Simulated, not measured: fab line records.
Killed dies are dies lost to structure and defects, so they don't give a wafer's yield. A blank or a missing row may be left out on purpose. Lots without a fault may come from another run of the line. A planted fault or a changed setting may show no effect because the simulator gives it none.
Which tool did it?    flow sky130    Sampling: 12 lots, 36 wafers, 5 of 708 route steps

## WHAT EACH GAUGE READ, for each wafer
SKY_NWELL_OVL_MEAS_10. Usual: NWELL_00_OVL -0.1 nm, standard deviation 1.5.
lot   measured     on          NWELL_00_OVL (nm)  flag
L901  day 4 12:20  overlay-01  3.2 -0.1 1.0       
L903  day 5 03:01  overlay-01  -1.5 -0.2 -0.5     
L904  day 5 07:17  overlay-02  1.8 1.2 1.6        
L906  day 5 18:11  overlay-02  -2.4 -1.8 -1.3     
L907  day 5 23:51  overlay-02  -1.4 -2.0 -1.4     
L908  day 6 06:42  overlay-01  1.4 1.0 0.6        
L909  day 6 10:53  overlay-01  -1.2 -0.8 -0.8     
L910  day 6 17:56  overlay-02  -2.7 -2.1 -2.3     
L918  day 8 21:46  overlay-01  -1.7 -2.6 -0.3     
L920  day 9 11:14  overlay-02  -1.9 -0.9 -1.2     
L922  day 9 16:23  overlay-01  -0.1 0.8 -1.0      
L921  day 9 16:56  overlay-02  2.1 -1.0 1.6       

SKY_VT_ADJUST_LVTN_TW_MEAS_10. Usual: VT_ADJUST_LVTN_TW 241.6, standard deviation 1.8.
lot   measured      on            VT_ADJUST_LVTN_TW                    flag
L901  day 6 18:41   filmMetro-02  238.6 241.7 241.0                    
L903  day 7 11:50   filmMetro-03  240.7 240.3 241.6                    
L904  day 7 15:19   filmMetro-02  241.4 242.3 240.2                    
L906  day 8 03:56   filmMetro-02  240.7 241.3 240.3                    
L907  day 8 10:36   filmMetro-01  242.8 242.5 243.0                    
L908  day 8 17:46   filmMetro-03  240.2 239.3 240.6                    
L909  day 8 22:46   filmMetro-01  243.8 243.0 242.8                    
L910  day 9 07:28   filmMetro-01  244.4 244.8 244.2                    
L918  day 11 18:50  filmMetro-02  240.6 240.5 230.0 239.9 240.5 229.6  
L920  day 12 09:44  filmMetro-02  230.8 241.2 242.1 229.6 241.1 240.4  
L922  day 12 15:08  filmMetro-02  241.5 240.4 239.9                    
L921  day 12 16:20  filmMetro-01  244.7 243.8 244.3                    

## EACH LOT AND THE TOOL THAT RAN IT (in order: tool; ch and the chambers of the sampled wafers; start)
lot   SKY_VT_ADJUST_HVTP_SOFTBAKE_03    SKY_VT_ADJUST_LVTN_IMPLANT_08    SKY_VT_ADJUST_LVTN_STRIP_09
L901  lithoTrack-01 ch 0, day 5 15:09   implanter-03 ch 0, day 6 18:26   plasmaAsher-03 ch 0,1, day 6 18:35
L903  lithoTrack-03 ch 0, day 6 07:47   implanter-03 ch 0, day 7 11:37   plasmaAsher-02 ch 0,1, day 7 11:46
L904  lithoTrack-04 ch 0, day 6 10:49   implanter-01 ch 0, day 7 15:04   plasmaAsher-02 ch 0,1, day 7 15:13
L906  lithoTrack-03 ch 0, day 6 22:17   implanter-03 ch 0, day 8 03:41   plasmaAsher-02 ch 1, day 8 03:50
L907  lithoTrack-04 ch 0, day 7 04:23   implanter-01 ch 0, day 8 10:24   plasmaAsher-03 ch 0,1, day 8 10:31
L908  lithoTrack-03 ch 0, day 7 10:53   implanter-03 ch 0, day 8 17:31   plasmaAsher-03 ch 0,1, day 8 17:40
L909  lithoTrack-03 ch 0, day 7 15:50   implanter-03 ch 0, day 8 22:31   plasmaAsher-03 ch 0,1, day 8 22:40
L910  lithoTrack-04 ch 0, day 8 00:18   implanter-03 ch 0, day 9 07:13   plasmaAsher-03 ch 0,1, day 9 07:22
L918  lithoTrack-01 ch 0, day 10 07:39  implanter-03 ch 0, day 11 18:37  plasmaAsher-03 ch 0,1, day 11 18:46
L920  lithoTrack-03 ch 0, day 10 22:02  implanter-03 ch 0, day 12 09:29  plasmaAsher-03 ch 0,1, day 12 09:38
L922  lithoTrack-03 ch 0, day 11 02:32  implanter-02 ch 0, day 12 14:53  plasmaAsher-02 ch 0,1, day 12 15:02
L921  lithoTrack-01 ch 0, day 11 03:17  implanter-02 ch 0, day 12 16:05  plasmaAsher-02 ch 0,1, day 12 16:13
- SKY_VT_ADJUST_HVTP_SOFTBAKE_03: time 62.69 s.
- SKY_VT_ADJUST_LVTN_IMPLANT_08
- SKY_VT_ADJUST_LVTN_STRIP_09: strips in O2/N2.

## AS READ BY THE TOOLS THEMSELVES (means over the sampled wafers that have a number; for cases with no such wafer, the mark the record gives instead)
SKY_VT_ADJUST_HVTP_SOFTBAKE_03. Usual: plateSensorTCentreC 90.757 C, standard deviation 0.0099; plateSensorTEdgeC 90.830 C, standard deviation 0.011.
lot   tool           plateSensorTCentreC (C)  plateSensorTEdgeC (C)  flag
L901  lithoTrack-01  90.759                   90.827                 
L903  lithoTrack-03  90.749                   90.831                 
L904  lithoTrack-04  90.763                   90.834                 
L906  lithoTrack-03  90.757                   90.827                 
L907  lithoTrack-04  90.753                   90.833                 
L908  lithoTrack-03  90.749                   90.833                 
L909  lithoTrack-03  90.755                   90.824                 
L910  lithoTrack-04  90.749                   90.824                 
L918  lithoTrack-01  90.772                   90.828                 
L920  lithoTrack-03  90.748                   90.840                 
L922  lithoTrack-03  90.754                   90.846                 
L921  lithoTrack-01  90.760                   90.833                 

SKY_VT_ADJUST_LVTN_IMPLANT_08. Usual: beamOnS 9.99 s, standard deviation 0.21.
lot   tool          beamOnS (s)  flag
L901  implanter-03  9.98         
L903  implanter-03  10.16        
L904  implanter-01  9.75         
L906  implanter-03  10.06        
L907  implanter-01  9.90         
L908  implanter-03  9.91         
L909  implanter-03  10.04        
L910  implanter-03  9.84         
L918  implanter-03  10.02        
L920  implanter-03  9.91         
L922  implanter-02  10.16        
L921  implanter-02  9.83         

SKY_VT_ADJUST_LVTN_STRIP_09. Usual: drypumpMotorCurrentA 5.7 A, standard deviation 0.53; o2FlowSccm 3001 sccm, standard deviation 8.8; oesProductAu 0.723 a.u., standard deviation 0.0042; stripTimeToEndpointS 37.01 s, standard deviation 0.1.
lot   tool            drypumpMotorCurrentA (A)  o2FlowSccm (sccm)  oesProductAu (a.u.)  stripTimeToEndpointS (s)  flag
L901  plasmaAsher-03  6.1                       2996               0.723                36.99                     
L903  plasmaAsher-02  5.3                       3005               0.720                37.10                     
L904  plasmaAsher-02  5.3                       3000               0.721                37.01                     
L906  plasmaAsher-02  4.9                       3000               0.724                36.87                     
L907  plasmaAsher-03  6.0                       2994               0.722                36.96                     
L908  plasmaAsher-03  6.1                       3002               0.722                36.91                     
L909  plasmaAsher-03  6.1                       3001               0.721                37.01                     
L910  plasmaAsher-03  6.1                       2986               0.727                37.04                     
L918  plasmaAsher-03  6.0                       2999               0.723                37.09                     
L920  plasmaAsher-03  6.1                       3009               0.722                36.86                     
L922  plasmaAsher-02  5.1                       3005               0.720                37.08                     
L921  plasmaAsher-02  5.3                       3008               0.723                37.09                     

## THE ANSWER, worked out from the rows above alone
Rule: a lot is off if the mean of its wafers that have a number lies more than 3 standard deviations from the usual mean. Also off: a lot with no number at a reading for which 4 or more lots have one. Any other lot the step has rows for is counted as sound. After the gauges, taken in route order, come the tools' own readings; for these a lot's mean is taken, as printed above. At the first step where some lot is off, the reading lying furthest off is the one used; lots without a number count as furthest.
Nothing can be told from this: no lot is off at any reading shown.

## WHAT THE SIMULATOR HAD INSERTED
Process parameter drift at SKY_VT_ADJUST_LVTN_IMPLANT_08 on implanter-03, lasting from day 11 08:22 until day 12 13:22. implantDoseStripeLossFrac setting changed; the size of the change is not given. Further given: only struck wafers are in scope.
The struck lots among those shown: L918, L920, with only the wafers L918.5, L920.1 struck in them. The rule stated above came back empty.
